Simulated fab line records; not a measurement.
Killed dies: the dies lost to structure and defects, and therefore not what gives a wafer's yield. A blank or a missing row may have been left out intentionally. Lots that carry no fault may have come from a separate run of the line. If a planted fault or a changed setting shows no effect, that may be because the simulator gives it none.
Matching of chambers + flow sky130 + SKY_CONTACT_ETCH_16 on rieDiel-04: 4 sister chambers
The step etches BARC in N2/H2, stops on SiO2, time 45.9 s, target depth 60 nm. 22 wafers are shown with their chamber, then 11 later ones without.

WAFERS PAIRED WITH THEIR CHAMBERS
| wafer  | chamber | drypumpMotorCurrentA (A) | throttleValvePct (%) | oesProductAu (a.u.) |
|--------|---------|--------------------------|----------------------|---------------------|
| L074.1 | 0       | 4.97                     | 13.228               | 0.861               |
| L074.4 | 2       | 5.61                     | 13.229               | 0.859               |
| L074.6 | 2       | 5.62                     | 13.225               | 0.855               |
| L077.1 | 0       | 4.98                     | 13.208               | 0.859               |
| L077.2 | 1       | 5.18                     | 13.236               | 0.856               |
| L077.4 | 2       | 5.66                     | 13.218               | 0.849               |
| L079.2 | 0       | 4.96                     | 13.226               | 0.856               |
| L079.3 | 1       | 5.19                     | 13.219               | 0.862               |
| L079.4 | 2       | 5.64                     | 13.218               | 0.861               |
| L081.1 | 1       | 5.15                     | 13.225               | 0.850               |
| L081.3 | 3       | 5.36                     | 13.245               | 0.856               |
| L081.4 | 0       | 4.96                     | 13.220               | 0.847               |
| L084.1 | 2       | 5.63                     | 13.230               | 0.847               |
| L084.3 | 3       | 5.33                     | 13.201               | 0.856               |
| L084.4 | 1       | 5.21                     | 13.243               | 0.851               |
| L086.1 | 1       | 5.18                     | 13.216               | 0.854               |
| L086.3 | 2       | 5.64                     | 13.232               | 0.853               |
| L086.4 | 0       | 4.98                     | 13.243               | 0.850               |
| L087.2 | 2       | 5.63                     | 13.221               | 0.857               |
| L087.3 | 3       | 5.35                     | 13.241               | 0.846               |
| L087.5 | 0       | 4.95                     | 13.238               | 0.847               |
| L092.1 | 2       | 5.65                     | 13.221               | 0.848               |

SIGNATURES (averages over the wafers above)
| reading              | chamber 0 | chamber 1 | chamber 2 | chamber 3 | scatter within a chamber |
|----------------------|-----------|-----------|-----------|-----------|--------------------------|
| drypumpMotorCurrentA | 4.9667    | 5.1820    | 5.6350    | 5.3467    | 0.0165                   |
| throttleValvePct     | 13.22717  | 13.22780  | 13.22425  | 13.22900  | 0.0123                   |
| oesProductAu         | 0.85333   | 0.85460   | 0.85362   | 0.85267   | 0.00548                  |
Rule: a wafer lies at a distance from a chamber equal to the root of the sum of squares, over the readings, of (its reading less the chamber's mean, divided by the reading's scatter). The wafer belongs to the nearest chamber; if the next one is less than 2 further off, it can't be placed. The scatter is the square root of a quotient: the sum, over the shown wafers, of each reading's squared deviation from its chamber's mean, divided by wafers minus chambers.

WAFERS WITH NO CHAMBER GIVEN
| wafer  | drypumpMotorCurrentA (A) | throttleValvePct (%) | oesProductAu (a.u.) |
|--------|--------------------------|----------------------|---------------------|
| L092.4 | 5.19                     | 13.220               | 0.861               |
| L092.6 | 5.65                     | 13.232               | 0.850               |
| L093.2 | 5.62                     | 13.215               | 0.853               |
| L093.3 | 5.18                     | 13.224               | 0.850               |
| L093.5 | 5.34                     | 13.229               | 0.853               |
| L094.1 | 5.63                     | 13.237               | 0.853               |
| L094.2 | 5.18                     | 13.241               | 0.849               |
| L094.5 | 5.35                     | 13.222               | 0.859               |
| L097.2 | 4.98                     | 13.222               | 0.856               |
| L097.3 | 5.19                     | 13.222               | 0.854               |
| L097.4 | 5.36                     | 13.236               | 0.862               |

THE CHAMBER EACH PASSED THROUGH
| wafer  | from the rows above | in truth |
|--------|---------------------|----------|
| L092.4 | 1                   | 1        |
| L092.6 | 2                   | 2        |
| L093.2 | 2                   | 2        |
| L093.3 | 1                   | 1        |
| L093.5 | 3                   | 3        |
| L094.1 | 2                   | 2        |
| L094.2 | 1                   | 1        |
| L094.5 | 3                   | 3        |
| L097.2 | 0                   | 0        |
| L097.3 | 1                   | 1        |
| L097.4 | 3                   | 3        |
Correct placement for 11 of the 11. From these rows, 0 cannot be placed. Number placed wrongly: 0.
